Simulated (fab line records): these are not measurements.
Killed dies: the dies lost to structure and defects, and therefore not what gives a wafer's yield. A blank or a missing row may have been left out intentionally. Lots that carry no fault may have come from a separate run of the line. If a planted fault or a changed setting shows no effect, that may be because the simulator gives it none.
Code-filled problem report in 8D (eight disciplines) form + flow gf180mcu + the parts of the form that need people (team, actions taken, sign-off) are left out

== 1. PROBLEM STATEMENT ==
HV_LDD_3_TW at GF_HV_LDD_TW_MEAS_38 reads a mean of 1344 on 6 wafers of 2 lots; wafers without a fault read 1442 with a standard deviation of 17. Relative to the usual mean, that is a shift of -5.7 standard deviations.
The first sign was on wafer L815.1 at day 16 15:02, on filmMetro-03. At this step, 33 wafers from 11 lots have a number in the record. Rule for "out", or "out of limits": more than 4 standard deviations from the usual mean. Any other wafer with a number is counted as sound.

== 2. WHAT THIS IS AND IS NOT ==
| question                    | is                     | is not                                               |
|-----------------------------|------------------------|------------------------------------------------------|
| which readings at this step | HV_LDD_3_TW            | -                                                    |
| which lots                  | L815, L816             | L801, L802, L803, L804, L805, L807, L808, L809, L811 |
| which wafers of those lots  | all that have a number | -                                                    |
| read on which gauges        | filmMetro-03           | filmMetro-01, filmMetro-04                           |
| when                        | from day 16 15:02      | up to then (27 sound wafers)                         |

== 3. WHAT RULES OUT EACH SUSPECT ==
Counting: a tool stays on the suspect list if, at a process step up to the reading, it processed all lots that are out and no sound lot following the first of them.
- the gauge at GF_HV_LDD_TW_MEAS_38: ruled out. All the wafers that are out were read on filmMetro-03, but those of them that GF_HV_LDD_IMPLANT_35 has rows for are out there too, on other tools.
- implanter-01 at GF_HV_LDD_IMPLANT_35: kept. It processed each lot that is out, first L815 at day 16 14:38, and no sound lot thereafter; up to then, the last sound lot it processed was L804 at day 12 11:41. Out on those wafers are its own readings of doseIonsCm2, faradayCurrentUA.
Remaining after the count: implanter-01 at GF_HV_LDD_IMPLANT_35.

== 4. THE CAUSE (what the simulator had put in) ==
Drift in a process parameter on implanter-01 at GF_HV_LDD_IMPLANT_35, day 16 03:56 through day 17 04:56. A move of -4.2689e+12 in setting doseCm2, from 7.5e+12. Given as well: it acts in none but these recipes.
This tool alone remained once counting was done.

== 5. THE CHAIN OF EFFECTS, in route order ==
One row per reading whose mean, taken over the struck wafers that have a number, lies over 3 standard deviations from the usual. Scope: only readings with a usual standard deviation given in the record; hours: median across lots of the time from each lot's start at the first step in this table that gives one to its start at this step; sigmas: change in usual standard deviations.
| hours | step                 | reading          | usual        | on struck wafers | change   | sigmas      |
|-------|----------------------|------------------|--------------|------------------|----------|-------------|
| 0     | GF_HV_LDD_IMPLANT_35 | doseIonsCm2      | 7.5e+12      | 3.2e+12          | -4.3e+12 | -99 or more |
| 0     | GF_HV_LDD_IMPLANT_35 | faradayCurrentUA | 42.4         | 18.0             | -24.4    | -29         |
| 0     | GF_HV_LDD_TW_MEAS_38 | HV_LDD_3_TW      | 1442         | 1344             | -98      | -5.7        |
| 24    | GF_HV_LDD_RS_MEAS_53 | HV_LDD_RS        | 418.3 ohm/sq | 429.9            | +11.6    | +11         |
The process steps in it:
- GF_HV_LDD_IMPLANT_35

== 6. WHAT WOULD HAVE CAUGHT IT SOONER ==
In this record the first reading out of limits at a measuring or inspecting step was taken at day 16 15:02, 11 hours after the fault began at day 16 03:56.
Tool's own readings at GF_HV_LDD_IMPLANT_35, doseIonsCm2, faradayCurrentUA: out on all struck wafers the step has rows for; an alarm limit on them would have tripped on the first.
Of the lots that are out (2), L816 began GF_HV_LDD_IMPLANT_35 on implanter-01 after day 16 15:02. A hold on the tool at that time would have spared it.
